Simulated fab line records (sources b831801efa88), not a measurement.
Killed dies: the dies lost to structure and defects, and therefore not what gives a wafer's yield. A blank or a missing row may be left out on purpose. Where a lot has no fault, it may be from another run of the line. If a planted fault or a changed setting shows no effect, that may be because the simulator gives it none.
Which tool is to blame? || flow sky130 || 12 lots with 36 wafers sampled at 3 steps, on a route of 708 steps

== WHAT THE GAUGES SHOWED, per wafer ==
SKY_VIA4_THK_MEAS_20: measures by xrf. Usual: VIA4_W_THK 508 nm, standard deviation 5.7.
{"lot": "L634", "measured": "day 42 20:58", "on": "film-metro-02", "VIA4_W_THK (nm)": "499 508 505", "flag": ""}
{"lot": "L635", "measured": "day 43 05:29", "on": "film-metro-02", "VIA4_W_THK (nm)": "505 504 500", "flag": ""}
{"lot": "L636", "measured": "day 43 13:35", "on": "film-metro-04", "VIA4_W_THK (nm)": "513 511 513", "flag": ""}
{"lot": "L637", "measured": "day 43 22:31", "on": "film-metro-02", "VIA4_W_THK (nm)": "515 509 510", "flag": ""}
{"lot": "L639", "measured": "day 43 22:35", "on": "film-metro-04", "VIA4_W_THK (nm)": "505 506 509", "flag": ""}
{"lot": "L638", "measured": "day 44 02:03", "on": "film-metro-04", "VIA4_W_THK (nm)": "513 513 509", "flag": ""}
{"lot": "L641", "measured": "day 44 14:01", "on": "film-metro-03", "VIA4_W_THK (nm)": "511 505 513", "flag": ""}
{"lot": "L640", "measured": "day 44 18:34", "on": "film-metro-04", "VIA4_W_THK (nm)": "506 512 496", "flag": ""}
{"lot": "L647", "measured": "day 46 08:32", "on": "film-metro-04", "VIA4_W_THK (nm)": "505 511 498", "flag": ""}
{"lot": "L649", "measured": "day 46 20:03", "on": "film-metro-03", "VIA4_W_THK (nm)": "508 503 512", "flag": ""}
{"lot": "L652", "measured": "day 47 15:20", "on": "film-metro-02", "VIA4_W_THK (nm)": "500 501 501", "flag": ""}
{"lot": "L656", "measured": "day 48 11:13", "on": "film-metro-02", "VIA4_W_THK (nm)": "503 507 507", "flag": ""}

== WHAT TOOL EACH LOT RAN ON (gives the tool, then ch and the chambers of the sampled wafers, and finally the start) ==
{"lot": "L634", "SKY_VIA1_SPUTTER_20": "pvd-sputter-04, day 34 00:42", "SKY_VIA4_CVD_18": "cvd-w-01 ch 0,1, day 42 20:41"}
{"lot": "L635", "SKY_VIA1_SPUTTER_20": "pvd-sputter-04, day 34 09:55", "SKY_VIA4_CVD_18": "cvd-w-02 ch 0,1, day 43 05:15"}
{"lot": "L636", "SKY_VIA1_SPUTTER_20": "pvd-sputter-02, day 34 19:04", "SKY_VIA4_CVD_18": "cvd-w-01 ch 0,1, day 43 13:19"}
{"lot": "L637", "SKY_VIA1_SPUTTER_20": "pvd-sputter-04, day 35 04:19", "SKY_VIA4_CVD_18": "cvd-w-01 ch 1, day 43 22:08"}
{"lot": "L639", "SKY_VIA1_SPUTTER_20": "pvd-sputter-03, day 35 04:56", "SKY_VIA4_CVD_18": "cvd-w-02 ch 0,1, day 43 22:18"}
{"lot": "L638", "SKY_VIA1_SPUTTER_20": "pvd-sputter-03, day 35 07:55", "SKY_VIA4_CVD_18": "cvd-w-01 ch 1, day 44 01:43"}
{"lot": "L641", "SKY_VIA1_SPUTTER_20": "pvd-sputter-02, day 36 00:35", "SKY_VIA4_CVD_18": "cvd-w-02 ch 0,1, day 44 13:44"}
{"lot": "L640", "SKY_VIA1_SPUTTER_20": "pvd-sputter-03, day 36 03:08", "SKY_VIA4_CVD_18": "cvd-w-02 ch 0,1, day 44 18:17"}
{"lot": "L647", "SKY_VIA1_SPUTTER_20": "pvd-sputter-03, day 38 01:11", "SKY_VIA4_CVD_18": "cvd-w-01 ch 0,1, day 46 08:16"}
{"lot": "L649", "SKY_VIA1_SPUTTER_20": "pvd-sputter-03, day 38 17:55", "SKY_VIA4_CVD_18": "cvd-w-01 ch 0,1, day 46 19:46"}
{"lot": "L652", "SKY_VIA1_SPUTTER_20": "pvd-sputter-04, day 39 15:46", "SKY_VIA4_CVD_18": "cvd-w-02 ch 1, day 47 15:04"}
{"lot": "L656", "SKY_VIA1_SPUTTER_20": "pvd-sputter-04, day 40 16:25", "SKY_VIA4_CVD_18": "cvd-w-01 ch 0,1, day 48 10:57"}
- SKY_VIA1_SPUTTER_20: material TiN, target thk 20 nm, time 80 s.
- SKY_VIA4_CVD_18: deposits W, target thk 505 nm, time 152.14 s.

== AS READ BY THE TOOLS THEMSELVES (means over the sampled wafers that have a number; for cases with no such wafer, the mark the record gives instead) ==
SKY_VIA1_SPUTTER_20. Usual: throttle-valve-pct 30.1 %, standard deviation 1.1.
{"lot": "L634", "tool": "pvd-sputter-04", "throttle-valve-pct (%)": 30.3, "flag": ""}
{"lot": "L635", "tool": "pvd-sputter-04", "throttle-valve-pct (%)": 30.8, "flag": ""}
{"lot": "L636", "tool": "pvd-sputter-02", "throttle-valve-pct (%)": 28.9, "flag": ""}
{"lot": "L637", "tool": "pvd-sputter-04", "throttle-valve-pct (%)": 30.1, "flag": ""}
{"lot": "L639", "tool": "pvd-sputter-03", "throttle-valve-pct (%)": 29.9, "flag": ""}
{"lot": "L638", "tool": "pvd-sputter-03", "throttle-valve-pct (%)": 29.8, "flag": ""}
{"lot": "L641", "tool": "pvd-sputter-02", "throttle-valve-pct (%)": 28.8, "flag": ""}
{"lot": "L640", "tool": "pvd-sputter-03", "throttle-valve-pct (%)": 29.7, "flag": ""}
{"lot": "L647", "tool": "pvd-sputter-03", "throttle-valve-pct (%)": 30.3, "flag": ""}
{"lot": "L649", "tool": "pvd-sputter-03", "throttle-valve-pct (%)": 29.7, "flag": ""}
{"lot": "L652", "tool": "pvd-sputter-04", "throttle-valve-pct (%)": 30.7, "flag": ""}
{"lot": "L656", "tool": "pvd-sputter-04", "throttle-valve-pct (%)": 30.9, "flag": ""}

SKY_VIA4_CVD_18. Usual: heater-power-w 776 W, standard deviation 32.
{"lot": "L634", "tool": "cvd-w-01", "heater-power-w (W)": 802, "flag": ""}
{"lot": "L635", "tool": "cvd-w-02", "heater-power-w (W)": 757, "flag": ""}
{"lot": "L636", "tool": "cvd-w-01", "heater-power-w (W)": 783, "flag": ""}
{"lot": "L637", "tool": "cvd-w-01", "heater-power-w (W)": 831, "flag": ""}
{"lot": "L639", "tool": "cvd-w-02", "heater-power-w (W)": 747, "flag": ""}
{"lot": "L638", "tool": "cvd-w-01", "heater-power-w (W)": 815, "flag": ""}
{"lot": "L641", "tool": "cvd-w-02", "heater-power-w (W)": 752, "flag": ""}
{"lot": "L640", "tool": "cvd-w-02", "heater-power-w (W)": 763, "flag": ""}
{"lot": "L647", "tool": "cvd-w-01", "heater-power-w (W)": 790, "flag": ""}
{"lot": "L649", "tool": "cvd-w-01", "heater-power-w (W)": 793, "flag": ""}
{"lot": "L652", "tool": "cvd-w-02", "heater-power-w (W)": 760, "flag": ""}
{"lot": "L656", "tool": "cvd-w-01", "heater-power-w (W)": 811, "flag": ""}

== THE ANSWER, worked out from the rows above alone ==
Rule: a lot counts as off when the mean over its wafers that have a number is more than 3 standard deviations away from the usual mean. Also off: a lot with no number at a reading for which 4 or more lots have one. The other lots that the step has rows for count as sound. After the gauges, taken in route order, come the tools' own readings; for these a lot's mean is taken, as printed above. At the first step where some lot is off, the reading lying furthest off is the one used; lots without a number count as furthest.
No lot is off on any of the readings shown, so nothing can be concluded from this.

== WHAT THE SIMULATOR PUT IN ==
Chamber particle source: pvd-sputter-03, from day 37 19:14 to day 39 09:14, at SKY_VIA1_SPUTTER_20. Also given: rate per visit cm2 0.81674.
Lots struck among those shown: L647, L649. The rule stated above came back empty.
